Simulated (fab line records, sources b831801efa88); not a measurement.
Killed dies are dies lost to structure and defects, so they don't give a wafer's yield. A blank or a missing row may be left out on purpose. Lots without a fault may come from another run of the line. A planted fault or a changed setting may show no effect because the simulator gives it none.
fab line records | flow gf180mcu
record lots=5 wafers=15 last_day=34
route steps=602 shown NWELL@52 LVPWELL@54 MVSD@66 MVPSD@78
lots that met no fault: from a run of the same line without faults
start_h: hours from the record's first day to the start of the lot's first wafer shown | wait_h: hours since the lot's step before | " the same as in the row above | L1.1+2: a row that stands for several wafers | - no value, or no start given | * or withheld: withheld | < > ~ a bound
route shown NAME@n: a module of which the file shows steps, and the number in the route of the first | usual: mean/standard deviation of fault-free wafers | same: alike in all rows | chamber/n: place in a boat | sites: the reading at each site | _std_site: their standard deviation | _edge_site: outer sites' mean less inner sites' | radius_mm: how far each site lies from the wafer's centre | mask NAME#n: copy n | behind: the tool/chamber that last shaped the wafer | hold: why the lot was held/for how many hours/how that ended | device: the transistor (n, p or np) that didn't switch | end of line: the same wafers' tests at the end of the route | a step without rows: its recipe alone | killed: dies lost to structure and defects at the first sort, not the wafer's yield | map: a wafer's dies, x killed, . not, _ none there
set.NAME: the setting as run; set.NAME@STEP: as run at that earlier step | model.NAME: the simulator's own value behind a step, which no gauge read
lots at some steps of the route; a table a step, a row a wafer
services: from which hour (start_h, from the record's first day; less than 0 if before it) a tool's chamber was out of use, for how many hours, and why
## steps
# step GF_NWELL_STRIP_10
# recipe chemistry=O2/N2 power_w=1400 pressure_mtorr=1500 platen_temp_c=250 o2_flow_sccm=3000 n2_flow_sccm=300 overash_fraction=0.5
# usual drypump_motor_current_A=5.8/0.32 heater_power_w=353/43 oes_product_au=0.723/0.0046 strip_time_to_endpoint_s=36.73/0.096
# columns lot.wafer tool chamber start_h wait_h drypump_motor_current_A heater_power_w oes_product_au rf_hours_counter_h strip_time_to_endpoint_s
L074.2 plasma_asher-02 1 56.00 0.1 5.6 284 0.724 28 36.60
L074.3 " 1 " " 5.6 293 0.716 - 36.70
L074.6 " 0 " " 5.5 333 0.730 - 36.68
L078.2 plasma_asher-01 0 77.12 0.1 6.3 426 0.727 41 36.78
L078.4 " 0 " " 6.4 425 0.721 - 36.80
L078.5 " 1 " " 5.9 343 0.719 - 36.79
L087.2 plasma_asher-02 0 127.17 0.1 5.5 335 0.731 35 36.86
L087.4 " 1 " " 5.6 296 0.713 - 36.80
L087.6 " 1 " " 5.6 290 0.720 - 36.75
L092.1 plasma_asher-01 0 154.95 0.1 6.4 414 0.723 49 36.67
L092.4 " 0 " " 6.4 428 0.724 - 36.75
L092.6 " 0 " " 6.4 404 0.722 - 36.73
L096.2 plasma_asher-02 0 176.68 0.1 5.5 332 0.724 41 36.50
L096.3 " 0 " " 5.5 329 0.719 - 36.49
L096.4 " 1 " " 5.6 295 0.728 - 36.56
# step GF_NWELL_TW_MEAS_11
# usual NWELL_TW=1570/11
# columns lot.wafer tool chamber start_h wait_h NWELL_TW
L074.2 film_metro-02 - 56.11 0.1 1578
L074.3 " - " " 1580
L074.6 " - " " 1575
L078.2 film_metro-02 - 77.23 0.1 1578
L078.4 " - " " 1577
L078.5 " - " " 1576
L087.2 film_metro-02 - 127.28 0.1 1576
L087.4 " - " " 1566
L087.6 " - " " 1567
L092.1 film_metro-02 - 155.05 0.1 1575
L092.4 " - " " 1581
L092.6 " - " " 1587
L096.2 film_metro-04 - 176.79 0.1 1551
L096.3 " - " " 1559
L096.4 " - " " 1561
# step GF_LVPWELL_DEHYDRATE_00
# recipe temp_c=200 time_s=60
# usual resist_line_temp_C=23.03/0.1
# columns lot.wafer tool chamber start_h wait_h resist_line_temp_C
L074.2 litho_track-04 0 62.29 6.2 22.87
L074.3 " 0 " " 23.05
L074.6 " 0 " " 22.88
L078.2 litho_track-03 0 83.78 6.5 23.08
L078.4 " 0 " " 23.13
L078.5 " 0 " " 23.12
L087.2 litho_track-03 0 133.78 6.5 22.92
L087.4 " 0 " " 23.16
L087.6 " 0 " " 23.03
L092.1 litho_track-04 0 162.81 7.8 22.97
L092.4 " 0 " " 23.13
L092.6 " 0 " " 23.02
L096.2 litho_track-04 0 184.34 7.5 23.18
L096.3 " 0 " " 23.24
L096.4 " 0 " " 23.03
# step GF_LVPWELL_HMDS_01
# recipe prime_time_s=60 prime_temp_c=120
# usual resist_line_temp_C=22.99/0.11
# same prime_time_s=60
# columns lot.wafer tool chamber start_h wait_h resist_line_temp_C
L074.2 litho_track-04 0 62.44 0.1 23.10
L074.3 " 0 " " 22.98
L074.6 " 0 " " 22.96
L078.2 litho_track-03 0 83.93 0.1 23.07
L078.4 " 0 " " 22.99
L078.5 " 0 " " 22.96
L087.2 litho_track-03 0 133.93 0.1 22.85
L087.4 " 0 " " 22.83
L087.6 " 0 " " 22.80
L092.1 litho_track-04 0 162.96 0.1 23.07
L092.4 " 0 " " 23.11
L092.6 " 0 " " 23.13
L096.2 litho_track-04 0 184.49 0.1 22.90
L096.3 " 0 " " 23.07
L096.4 " 0 " " 22.97
# step GF_LVPWELL_COAT_02
# recipe spin_rpm=2000 resist_thk_nm=3000
# usual resist_line_temp_C=22.98/0.1
# columns lot.wafer tool chamber start_h wait_h resist_line_temp_C
L074.2 litho_track-04 0 62.59 0.1 23.06
L074.3 " 0 " " 23.04
L074.6 " 0 " " 23.01
L078.2 litho_track-03 0 84.08 0.1 22.96
L078.4 " 0 " " 22.93
L078.5 " 0 " " 23.04
L087.2 litho_track-03 0 134.08 0.1 23.10
L087.4 " 0 " " 22.88
L087.6 " 0 " " 23.00
L092.1 litho_track-04 0 163.11 0.1 23.13
L092.4 " 0 " " 23.05
L092.6 " 0 " " 23.07
L096.2 litho_track-04 0 184.64 0.1 23.07
L096.3 " 0 " " 23.05
L096.4 " 0 " " 22.96
# step GF_LVPWELL_SOFTBAKE_03
# recipe temp_c=110 time_s=withheld
# usual resist_line_temp_C=22.99/0.11
# columns lot.wafer tool chamber start_h wait_h resist_line_temp_C
L074.2 litho_track-04 0 62.75 0.1 22.88
L074.3 " 0 " " 22.89
L074.6 " 0 " " 22.93
L078.2 litho_track-03 0 84.24 0.1 22.97
L078.4 " 0 " " 22.91
L078.5 " 0 " " 23.02
L087.2 litho_track-03 0 134.24 0.1 23.04
L087.4 " 0 " " 23.02
L087.6 " 0 " " 23.20
L092.1 litho_track-04 0 163.26 0.1 22.90
L092.4 " 0 " " 22.90
L092.6 " 0 " " 22.67
L096.2 litho_track-04 0 184.80 0.1 22.91
L096.3 " 0 " " 23.01
L096.4 " 0 " " 22.91
# step GF_LVPWELL_EXPOSE_04
# recipe mask_id=LVPWELL target_cd_nm=600 na=0.6 source_shape=conventional sigma_outer=0.6 dose_mj=260
# same na=0.6
# columns lot.wafer tool chamber start_h wait_h mask
L074.2+3+6 iline_stepper-01 0 - - LVPWELL#0
L078.2+4+5 iline_stepper-02 0 - - LVPWELL#0
L087.2+4+6 iline_stepper-01 0 - - LVPWELL#0
L092.1+4+6 iline_stepper-01 0 - - LVPWELL#0
L096.2+3+4 iline_stepper-01 0 - - LVPWELL#0
# step GF_LVPWELL_PEB_05
# recipe temp_c=115 time_s=withheld
# usual resist_line_temp_C=23.01/0.1
# columns lot.wafer tool chamber start_h wait_h resist_line_temp_C
L074.2 litho_track-01 0 - - 23.09
L074.3 " 0 " " 23.10
L074.6 " 0 " " 22.88
L078.2 litho_track-01 0 - - 22.97
L078.4 " 0 " " 23.04
L078.5 " 0 " " 22.89
L087.2 litho_track-01 0 - - 22.84
L087.4 " 0 " " 23.05
L087.6 " 0 " " 23.05
L092.1 litho_track-04 0 - - 23.00
L092.4 " 0 " " 22.92
L092.6 " 0 " " 23.01
L096.2 litho_track-04 0 - - 22.89
L096.3 " 0 " " 22.94
L096.4 " 0 " " 22.97
# step GF_LVPWELL_DEVELOP_06
# recipe wall_angle_deg=90 develop_time_s=60 dev_temp_c=23
# usual resist_line_temp_C=22.98/0.1
# columns lot.wafer tool chamber start_h wait_h resist_line_temp_C
L074.2 litho_track-01 0 - - 22.98
L074.3 " 0 " " 23.02
L074.6 " 0 " " 23.07
L078.2 litho_track-01 0 - - 23.17
L078.4 " 0 " " 23.09
L078.5 " 0 " " 22.95
L087.2 litho_track-01 0 - - 22.99
L087.4 " 0 " " 22.93
L087.6 " 0 " " 22.82
L092.1 litho_track-04 0 - - 22.98
L092.4 " 0 " " 22.85
L092.6 " 0 " " 22.85
L096.2 litho_track-04 0 - - 22.89
L096.3 " 0 " " 23.01
L096.4 " 0 " " 23.01
# step GF_LVPWELL_OVL_MEAS_07
# usual LVPWELL_OVL=-0.4/1.4
# columns lot.wafer tool chamber start_h wait_h LVPWELL_OVL[nm]
L074.2 overlay-02 - 68.76 - 0.3
L074.3 " - " " 0.5
L074.6 " - " " -1.4
L078.2 overlay-02 - 91.01 - 0.9
L078.4 " - " " -1.0
L078.5 " - " " 1.2
L087.2 overlay-02 - 142.51 - -1.8
L087.4 " - " " 0.4
L087.6 " - " " 1.6
L092.1 overlay-01 - 171.31 - 1.3
L092.4 " - " " -1.0
L092.6 " - " " -0.3
L096.2 overlay-01 - 193.22 - -0.7
L096.3 " - " " 2.5
L096.4 " - " " 2.3
# step GF_LVPWELL_IMPLANT_08
# recipe species=B energy_kev=170 dose_cm2=1.5e+13 tilt_deg=0
# columns lot.wafer tool chamber start_h wait_h
L074.2+3+6 implanter-01 0 68.81 0.0
L078.2+4+5 implanter-01 0 91.06 0.0
L087.2+4+6 implanter-01 0 142.63 0.1
L092.1+4+6 implanter-01 0 171.35 0.0
L096.2+3+4 implanter-03 0 193.27 0.0
# step GF_LVPWELL_IMPLANT_09
# recipe species=B energy_kev=60 dose_cm2=5e+12 tilt_deg=0
# columns lot.wafer tool chamber start_h wait_h
L074.2+3+6 implanter-01 0 68.96 0.1
L078.2+4+5 implanter-01 0 91.21 0.1
L087.2+4+6 implanter-01 0 142.78 0.1
L092.1+4+6 implanter-01 0 171.50 0.1
L096.2+3+4 implanter-03 0 193.42 0.1
# step GF_LVPWELL_STRIP_10
# recipe chemistry=O2/N2 power_w=1400 pressure_mtorr=1500 platen_temp_c=250 o2_flow_sccm=3000 n2_flow_sccm=300 overash_fraction=0.5
# usual drypump_motor_current_A=5.74/0.28 heater_power_w=362/33 oes_product_au=0.722/0.0048 strip_time_to_endpoint_s=37.00/0.11
# columns lot.wafer tool chamber start_h wait_h drypump_motor_current_A heater_power_w oes_product_au rf_hours_counter_h strip_time_to_endpoint_s
L074.2 plasma_asher-03 1 69.09 0.1 5.83 364 0.706 40 37.13
L074.3 " 1 " " 5.81 357 0.723 - 37.10
L074.6 " 0 " " 5.47 393 0.724 - 37.10
L078.2 plasma_asher-03 0 91.34 0.1 5.47 403 0.722 43 37.02
L078.4 " 1 " " 5.82 366 0.715 - 36.95
L078.5 " 1 " " 5.82 358 0.732 - 36.92
L087.2 plasma_asher-03 0 142.91 0.1 5.48 389 0.719 2 37.02
L087.4 " 1 " " 5.84 365 0.719 - 36.96
L087.6 " 1 " " 5.82 359 0.713 - 37.03
L092.1 plasma_asher-01 1 171.65 0.1 5.92 355 0.736 51 37.13
L092.4 " 1 " " 5.92 349 0.720 - 37.09
L092.6 " 0 " " 6.39 415 0.723 - 37.16
L096.2 plasma_asher-01 1 193.55 0.1 5.91 345 0.722 53 37.18
L096.3 " 0 " " 6.37 415 0.724 - 37.13
L096.4 " 1 " " 5.93 353 0.720 - 37.15
# step GF_LVPWELL_TW_MEAS_11
# usual LVPWELL_TW=558/3.5
# columns lot.wafer tool chamber start_h wait_h LVPWELL_TW
L074.2 film_metro-03 - 69.20 0.1 556
L074.3 " - " " 554
L074.6 " - " " 557
L078.2 film_metro-04 - 91.45 0.1 555
L078.4 " - " " 553
L078.5 " - " " 558
L087.2 film_metro-04 - 143.02 0.1 553
L087.4 " - " " 552
L087.6 " - " " 552
L092.1 film_metro-02 - 171.75 0.1 562
L092.4 " - " " 562
L092.6 " - " " 558
L096.2 film_metro-02 - 193.66 0.1 560
L096.3 " - " " 561
L096.4 " - " " 562
# step GF_MVSD_DEHYDRATE_00
# recipe temp_c=200 time_s=60
# usual resist_line_temp_C=23.01/0.11
# columns lot.wafer tool chamber start_h wait_h resist_line_temp_C
L074.2 litho_track-04 0 75.54 6.3 23.08
L074.3 " 0 " " 23.17
L074.6 " 0 " " 23.20
L078.2 litho_track-02 0 98.01 6.6 22.86
L078.4 " 0 " " 22.86
L078.5 " 0 " " 23.02
L087.2 litho_track-03 0 149.53 6.5 22.98
L087.4 " 0 " " 22.90
L087.6 " 0 " " 22.89
L092.1 litho_track-03 0 179.41 7.6 22.91
L092.4 " 0 " " 23.03
L092.6 " 0 " " 23.01
L096.2 litho_track-04 0 201.79 8.1 23.26
L096.3 " 0 " " 23.18
L096.4 " 0 " " 23.14
# step GF_MVSD_HMDS_01
# recipe prime_time_s=60 prime_temp_c=120
# usual resist_line_temp_C=23.00/0.11
# same prime_time_s=60
# columns lot.wafer tool chamber start_h wait_h resist_line_temp_C
L074.2 litho_track-04 0 75.69 0.1 22.86
L074.3 " 0 " " 23.19
L074.6 " 0 " " 22.88
L078.2 litho_track-02 0 98.16 0.1 23.12
L078.4 " 0 " " 23.10
L078.5 " 0 " " 23.10
L087.2 litho_track-03 0 149.68 0.1 23.04
L087.4 " 0 " " 22.94
L087.6 " 0 " " 23.08
L092.1 litho_track-03 0 179.56 0.1 23.06
L092.4 " 0 " " 23.14
L092.6 " 0 " " 23.00
L096.2 litho_track-04 0 201.94 0.1 22.92
L096.3 " 0 " " 22.99
L096.4 " 0 " " 22.99
# step GF_MVSD_COAT_02
# recipe spin_rpm=2000 resist_thk_nm=3000
# usual resist_line_temp_C=23.02/0.1
# columns lot.wafer tool chamber start_h wait_h resist_line_temp_C
L074.2 litho_track-04 0 75.84 0.1 22.85
L074.3 " 0 " " 22.92
L074.6 " 0 " " 22.92
L078.2 litho_track-02 0 98.31 0.1 22.94
L078.4 " 0 " " 22.84
L078.5 " 0 " " 22.89
L087.2 litho_track-03 0 149.83 0.1 23.22
L087.4 " 0 " " 23.14
L087.6 " 0 " " 23.02
L092.1 litho_track-03 0 179.71 0.1 22.92
L092.4 " 0 " " 22.99
L092.6 " 0 " " 23.02
L096.2 litho_track-04 0 202.09 0.1 23.28
L096.3 " 0 " " 23.01
L096.4 " 0 " " 23.01
# step GF_MVSD_SOFTBAKE_03
# recipe temp_c=110 time_s=withheld
# usual resist_line_temp_C=23.00/0.098
# columns lot.wafer tool chamber start_h wait_h resist_line_temp_C
L074.2 litho_track-04 0 76.00 0.1 23.12
L074.3 " 0 " " 23.08
L074.6 " 0 " " 23.11
L078.2 litho_track-02 0 98.47 0.1 22.95
L078.4 " 0 " " 23.02
L078.5 " 0 " " 23.34
L087.2 litho_track-03 0 149.99 0.1 22.78
L087.4 " 0 " " 22.90
L087.6 " 0 " " 22.99
L092.1 litho_track-03 0 179.86 0.1 22.88
L092.4 " 0 " " 23.02
L092.6 " 0 " " 23.00
L096.2 litho_track-04 0 202.25 0.1 22.89
L096.3 " 0 " " 22.98
L096.4 " 0 " " 23.20
# step GF_MVSD_EXPOSE_04
# recipe mask_id=MVSD target_cd_nm=1000 na=0.6 source_shape=conventional sigma_outer=0.6 dose_mj=260
# same na=0.6
# columns lot.wafer tool chamber start_h wait_h mask
L074.2+3+6 iline_stepper-02 0 - - MVSD#0
L078.2+4+5 iline_stepper-02 0 - - MVSD#0
L087.2+4+6 iline_stepper-02 0 - - MVSD#0
L092.1+4+6 iline_stepper-01 0 - - MVSD#0
L096.2+3+4 iline_stepper-02 0 - - MVSD#0
# step GF_MVSD_PEB_05
# recipe temp_c=115 time_s=withheld
# usual resist_line_temp_C=23.02/0.12
# columns lot.wafer tool chamber start_h wait_h resist_line_temp_C
L074.2 litho_track-03 0 - - 22.98
L074.3 " 0 " " 22.92
L074.6 " 0 " " 22.95
L078.2 litho_track-03 0 - - 23.03
L078.4 " 0 " " 23.06
L078.5 " 0 " " 23.10
L087.2 litho_track-03 0 - - 22.92
L087.4 " 0 " " 23.03
L087.6 " 0 " " 22.91
L092.1 litho_track-02 0 - - 23.15
L092.4 " 0 " " 23.00
L092.6 " 0 " " 23.08
L096.2 litho_track-03 0 - - 23.06
L096.3 " 0 " " 22.97
L096.4 " 0 " " 22.93
# step GF_MVSD_DEVELOP_06
# recipe wall_angle_deg=90 develop_time_s=60 dev_temp_c=23
# usual resist_line_temp_C=23.00/0.11
# columns lot.wafer tool chamber start_h wait_h resist_line_temp_C
L074.2 litho_track-03 0 - - 22.85
L074.3 " 0 " " 23.07
L074.6 " 0 " " 22.94
L078.2 litho_track-03 0 - - 22.91
L078.4 " 0 " " 22.79
L078.5 " 0 " " 22.85
L087.2 litho_track-03 0 - - 23.27
L087.4 " 0 " " 23.09
L087.6 " 0 " " 23.08
L092.1 litho_track-02 0 - - 22.99
L092.4 " 0 " " 22.98
L092.6 " 0 " " 23.16
L096.2 litho_track-03 0 - - 22.98
L096.3 " 0 " " 22.85
L096.4 " 0 " " 22.79
# step GF_MVSD_OVL_MEAS_07
# usual MVSD_OVL=-0.1/1.4
# columns lot.wafer tool chamber start_h wait_h MVSD_OVL[nm]
L074.2 overlay-02 - 82.76 - -1.1
L074.3 " - " " 1.6
L074.6 " - " " 0.3
L078.2 overlay-01 - 105.66 - 0.7
L078.4 " - " " -0.8
L078.5 " - " " 0.9
L087.2 overlay-01 - 158.11 - 1.2
L087.4 " - " " 0.9
L087.6 " - " " 0.2
L092.1 overlay-02 - 188.03 - -2.1
L092.4 " - " " -1.5
L092.6 " - " " -0.5
L096.2 overlay-02 - 210.81 - 0.3
L096.3 " - " " -0.3
L096.4 " - " " -1.9
# step GF_MVSD_IMPLANT_08
# recipe species=P energy_kev=403.7 dose_cm2=1.6e+13 tilt_deg=0
# columns lot.wafer tool chamber start_h wait_h
L074.2+3+6 implanter-01 0 82.82 0.0
L078.2+4+5 implanter-01 0 105.72 0.0
L087.2+4+6 implanter-01 0 158.17 0.0
L092.1+4+6 implanter-04 0 188.07 0.0
L096.2+3+4 implanter-04 0 210.87 0.0
# step GF_MVSD_IMPLANT_09
# recipe species=P energy_kev=100 dose_cm2=5e+12 tilt_deg=0
# columns lot.wafer tool chamber start_h wait_h
L074.2+3+6 implanter-01 0 82.97 0.1
L078.2+4+5 implanter-01 0 105.87 0.1
L087.2+4+6 implanter-01 0 158.32 0.1
L092.1+4+6 implanter-04 0 188.22 0.1
L096.2+3+4 implanter-04 0 211.02 0.1
# step GF_MVSD_STRIP_10
# recipe chemistry=O2/N2 power_w=1400 pressure_mtorr=1500 platen_temp_c=250 o2_flow_sccm=3000 n2_flow_sccm=300 overash_fraction=0.5
# usual drypump_motor_current_A=5.9/0.33 heater_power_w=351/42 oes_product_au=0.722/0.0044 strip_time_to_endpoint_s=37.06/0.11
# columns lot.wafer tool chamber start_h wait_h drypump_motor_current_A heater_power_w oes_product_au rf_hours_counter_h strip_time_to_endpoint_s
L074.2 plasma_asher-01 1 83.09 0.1 5.9 357 0.731 41 37.23
L074.3 " 0 " " 6.4 415 0.727 - 37.12
L074.6 " 1 " " 5.9 348 0.716 - 37.18
L078.2 plasma_asher-01 1 105.99 0.1 5.9 344 0.715 44 37.22
L078.4 " 0 " " 6.3 403 0.723 - 37.09
L078.5 " 1 " " 5.9 349 0.733 - 37.21
L087.2 plasma_asher-02 1 158.44 0.1 5.6 294 0.723 39 37.18
L087.4 " 0 " " 5.5 325 0.729 - 37.12
L087.6 " 1 " " 5.6 295 0.719 - 37.19
L092.1 plasma_asher-04 0 188.37 0.1 5.8 352 0.722 52 36.98
L092.4 " 0 " " 5.8 347 0.714 - 37.03
L092.6 " 1 " " 5.4 302 0.725 - 37.06
L096.2 plasma_asher-02 1 211.14 0.1 5.6 294 0.723 44 37.14
L096.3 " 1 " " 5.6 288 0.722 - 37.03
L096.4 " 0 " " 5.5 331 0.722 - 37.05
# step GF_MVSD_TW_MEAS_11
# usual MVSD_TW=1576/11
# columns lot.wafer tool chamber start_h wait_h MVSD_TW
L074.2 film_metro-04 - 83.20 0.1 1564
L074.3 " - " " 1566
L074.6 " - " " 1567
L078.2 film_metro-04 - 106.10 0.1 1577
L078.4 " - " " 1573
L078.5 " - " " 1579
L087.2 film_metro-02 - 158.55 0.1 1583
L087.4 " - " " 1589
L087.6 " - " " 1591
L092.1 film_metro-04 - 188.47 0.1 1573
L092.4 " - " " 1573
L092.6 " - " " 1575
L096.2 film_metro-04 - 211.25 0.1 1572
L096.3 " - " " 1574
L096.4 " - " " 1573
# step GF_MVPSD_DEHYDRATE_00
# recipe temp_c=200 time_s=60
# usual resist_line_temp_C=23.03/0.1
# columns lot.wafer tool chamber start_h wait_h resist_line_temp_C
L074.2 litho_track-01 0 89.38 6.2 22.95
L074.3 " 0 " " 23.07
L074.6 " 0 " " 23.16
L078.2 litho_track-01 0 112.72 6.6 23.17
L078.4 " 0 " " 23.24
L078.5 " 0 " " 22.99
L087.2 litho_track-02 0 165.76 7.2 23.02
L087.4 " 0 " " 23.13
L087.6 " 0 " " 23.05
L092.1 litho_track-01 0 196.45 8.0 23.00
L092.4 " 0 " " 23.04
L092.6 " 0 " " 23.09
L096.2 litho_track-01 0 219.62 8.4 23.08
L096.3 " 0 " " 22.95
L096.4 " 0 " " 23.14
# step GF_MVPSD_HMDS_01
# recipe prime_time_s=60 prime_temp_c=120
# usual resist_line_temp_C=23.01/0.099
# same prime_time_s=60
# columns lot.wafer tool chamber start_h wait_h resist_line_temp_C
L074.2 litho_track-01 0 89.53 0.1 22.83
L074.3 " 0 " " 22.98
L074.6 " 0 " " 22.98
L078.2 litho_track-01 0 112.87 0.1 22.97
L078.4 " 0 " " 22.92
L078.5 " 0 " " 22.86
L087.2 litho_track-02 0 165.91 0.1 22.90
L087.4 " 0 " " 22.91
L087.6 " 0 " " 22.94
L092.1 litho_track-01 0 196.60 0.1 22.95
L092.4 " 0 " " 23.11
L092.6 " 0 " " 23.01
L096.2 litho_track-01 0 219.77 0.1 23.05
L096.3 " 0 " " 22.91
L096.4 " 0 " " 23.05
# step GF_MVPSD_COAT_02
# recipe spin_rpm=2000 resist_thk_nm=3000
# usual resist_line_temp_C=23.00/0.11
# columns lot.wafer tool chamber start_h wait_h resist_line_temp_C
L074.2 litho_track-01 0 89.68 0.1 22.96
L074.3 " 0 " " 22.70
L074.6 " 0 " " 22.97
L078.2 litho_track-01 0 113.02 0.1 23.02
L078.4 " 0 " " 23.09
L078.5 " 0 " " 22.97
L087.2 litho_track-02 0 166.06 0.1 23.01
L087.4 " 0 " " 22.90
L087.6 " 0 " " 22.88
L092.1 litho_track-01 0 196.75 0.1 23.07
L092.4 " 0 " " 22.89
L092.6 " 0 " " 22.98
L096.2 litho_track-01 0 219.92 0.1 23.12
L096.3 " 0 " " 22.97
L096.4 " 0 " " 23.15
# step GF_MVPSD_SOFTBAKE_03
# recipe temp_c=110 time_s=withheld
# usual resist_line_temp_C=22.99/0.11
# columns lot.wafer tool chamber start_h wait_h resist_line_temp_C
L074.2 litho_track-01 0 89.83 0.1 22.88
L074.3 " 0 " " 22.82
L074.6 " 0 " " 22.91
L078.2 litho_track-01 0 113.18 0.1 22.72
L078.4 " 0 " " 22.97
L078.5 " 0 " " 22.90
L087.2 litho_track-02 0 166.22 0.1 23.06
L087.4 " 0 " " 23.12
L087.6 " 0 " " 22.96
L092.1 litho_track-01 0 196.90 0.1 22.79
L092.4 " 0 " " 22.94
L092.6 " 0 " " 22.95
L096.2 litho_track-01 0 220.08 0.1 23.08
L096.3 " 0 " " 22.94
L096.4 " 0 " " 23.02
# step GF_MVPSD_EXPOSE_04
# recipe mask_id=MVPSD target_cd_nm=1000 na=0.6 source_shape=conventional sigma_outer=0.6 dose_mj=260
# same na=0.6
# columns lot.wafer tool chamber start_h wait_h mask
L074.2+3+6 iline_stepper-01 0 - - MVPSD#0
L078.2+4+5 iline_stepper-02 0 - - MVPSD#0
L087.2+4+6 iline_stepper-01 0 - - MVPSD#0
L092.1+4+6 iline_stepper-02 0 - - MVPSD#0
L096.2+3+4 iline_stepper-02 0 - - MVPSD#0
# step GF_MVPSD_PEB_05
# recipe temp_c=115 time_s=withheld
# usual resist_line_temp_C=22.99/0.11
# columns lot.wafer tool chamber start_h wait_h resist_line_temp_C
L074.2 litho_track-02 0 - - 22.99
L074.3 " 0 " " 22.86
L074.6 " 0 " " 23.01
L078.2 litho_track-02 0 - - 22.98
L078.4 " 0 " " 23.06
L078.5 " 0 " " 22.90
L087.2 litho_track-01 0 - - 22.97
L087.4 " 0 " " 22.97
L087.6 " 0 " " 22.80
L092.1 litho_track-02 0 - - 23.05
L092.4 " 0 " " 22.88
L092.6 " 0 " " 23.07
L096.2 litho_track-02 0 - - 22.80
L096.3 " 0 " " 22.84
L096.4 " 0 " " 22.97
# step GF_MVPSD_DEVELOP_06
# recipe wall_angle_deg=90 develop_time_s=60 dev_temp_c=23
# usual resist_line_temp_C=23.02/0.1
# columns lot.wafer tool chamber start_h wait_h resist_line_temp_C
L074.2 litho_track-02 0 - - 23.04
L074.3 " 0 " " 22.93
L074.6 " 0 " " 22.92
L078.2 litho_track-02 0 - - 23.13
L078.4 " 0 " " 22.98
L078.5 " 0 " " 22.90
L087.2 litho_track-01 0 - - 22.98
L087.4 " 0 " " 22.77
L087.6 " 0 " " 23.01
L092.1 litho_track-02 0 - - 23.21
L092.4 " 0 " " 23.13
L092.6 " 0 " " 22.97
L096.2 litho_track-02 0 - - 23.23
L096.3 " 0 " " 22.92
L096.4 " 0 " " 23.08
# step GF_MVPSD_OVL_MEAS_07
# usual MVPSD_OVL=-0.1/1.4
# columns lot.wafer tool chamber start_h wait_h MVPSD_OVL[nm]
L074.2 overlay-02 - 96.69 - -1.6
L074.3 " - " " -1.1
L074.6 " - " " -2.2
L078.2 overlay-02 - 121.09 - -0.4
L078.4 " - " " -0.4
L078.5 " - " " -1.4
L087.2 overlay-02 - 174.75 - 0.1
L087.4 " - " " -0.9
L087.6 " - " " 0.8
L092.1 overlay-02 - 205.38 - 1.4
L092.4 " - " " -0.5
L092.6 " - " " 1.0
L096.2 overlay-02 - 229.44 - 1.1
L096.3 " - " " -1.9
L096.4 " - " " 0.1
# step GF_MVPSD_IMPLANT_08
# recipe species=B energy_kev=170 dose_cm2=1.5e+13 tilt_deg=0
# columns lot.wafer tool chamber start_h wait_h
L074.2+3+6 implanter-04 0 96.75 0.0
L078.2+4+5 implanter-02 0 121.15 0.0
L087.2+4+6 implanter-04 0 174.81 0.0
L092.1+4+6 implanter-03 0 205.42 0.0
L096.2+3+4 implanter-04 0 229.49 0.0
# step GF_MVPSD_IMPLANT_09
# recipe species=B energy_kev=40 dose_cm2=5e+12 tilt_deg=0
# columns lot.wafer tool chamber start_h wait_h
L074.2+3+6 implanter-04 0 96.90 0.1
L078.2+4+5 implanter-02 0 121.30 0.1
L087.2+4+6 implanter-04 0 174.96 0.1
L092.1+4+6 implanter-03 0 205.57 0.1
L096.2+3+4 implanter-04 0 229.64 0.1
# step GF_MVPSD_STRIP_10
# recipe chemistry=O2/N2 power_w=1400 pressure_mtorr=1500 platen_temp_c=250 o2_flow_sccm=3000 n2_flow_sccm=300 overash_fraction=0.5
# usual drypump_motor_current_A=5.62/0.15 heater_power_w=340/31 oes_product_au=0.722/0.0047 strip_time_to_endpoint_s=37.02/0.093
# columns lot.wafer tool chamber start_h wait_h drypump_motor_current_A heater_power_w oes_product_au rf_hours_counter_h strip_time_to_endpoint_s
L074.2 plasma_asher-03 0 97.02 0.1 5.47 389 0.715 43 37.08
L074.3 " 0 " " 5.48 385 0.723 - 36.88
L074.6 " 0 " " 5.46 394 0.714 - 37.00
L078.2 plasma_asher-04 1 121.42 0.1 5.49 305 0.724 46 36.97
L078.4 " 1 " " 5.49 306 0.722 - 37.00
L078.5 " 1 " " 5.49 306 0.723 - 36.97
L087.2 plasma_asher-03 0 175.08 0.1 5.48 385 0.726 6 36.98
L087.4 " 1 " " 5.84 374 0.719 - 36.97
L087.6 " 1 " " 5.84 365 0.723 - 37.02
L092.1 plasma_asher-04 1 205.72 0.1 5.50 311 0.719 54 37.14
L092.4 " 0 " " 5.80 353 0.721 - 37.19
L092.6 " 0 " " 5.78 355 0.729 - 37.15
L096.2 plasma_asher-03 0 229.77 0.1 5.46 393 0.730 12 37.04
L096.3 " 1 " " 5.82 372 0.715 - 36.93
L096.4 " 0 " " 5.47 384 0.722 - 36.94
# step GF_MVPSD_TW_MEAS_11
# usual MVPSD_TW=553/4
# columns lot.wafer tool chamber start_h wait_h MVPSD_TW
L074.2 film_metro-04 - 97.13 0.1 552
L074.3 " - " " 555
L074.6 " - " " 551
L078.2 film_metro-02 - 121.53 0.1 552
L078.4 " - " " 549
L078.5 " - " " 555
L087.2 film_metro-04 - 175.19 0.1 547
L087.4 " - " " 549
L087.6 " - " " 548
L092.1 film_metro-04 - 205.82 0.1 548
L092.4 " - " " 550
L092.6 " - " " 548
L096.2 film_metro-04 - 229.89 0.1 546
L096.3 " - " " 547
L096.4 " - " " 546
## services
# columns tool chamber start_h hours kind
implanter-03 - 33.23 3.5 repair
implanter-01 - 44.12 4.3 pm
implanter-02 - 51.07 2.1 repair
implanter-04 - 57.73 2.6 pm
iline_stepper-02 - 60.87 4.4 pm
implanter-03 - 72.09 106.0 repair
implanter-04 - 88.12 3.5 repair
plasma_asher-04 - 95.88 1.6 repair
implanter-02 - 97.91 2.8 pm
implanter-04 - 101.62 5.0 pm
plasma_asher-03 - 108.75 9.0 pm
implanter-01 - 123.12 0.9 repair
plasma_asher-03 - 124.28 2.4 repair
iline_stepper-01 - 127.46 2.1 pm
iline_stepper-01 - 132.63 1.7 pm
implanter-02 - 142.41 3.6 repair
implanter-01 - 152.04 3.7 pm
implanter-03 - 160.52 2.2 repair
plasma_asher-04 - 172.28 1.1 repair
iline_stepper-01 - 195.58 9.5 repair
implanter-02 - 197.82 20.0 pm
implanter-03 - 212.02 2.4 repair
plasma_asher-02 - 213.67 12.6 repair
implanter-03 - 217.88 5.2 pm
## key
fault none
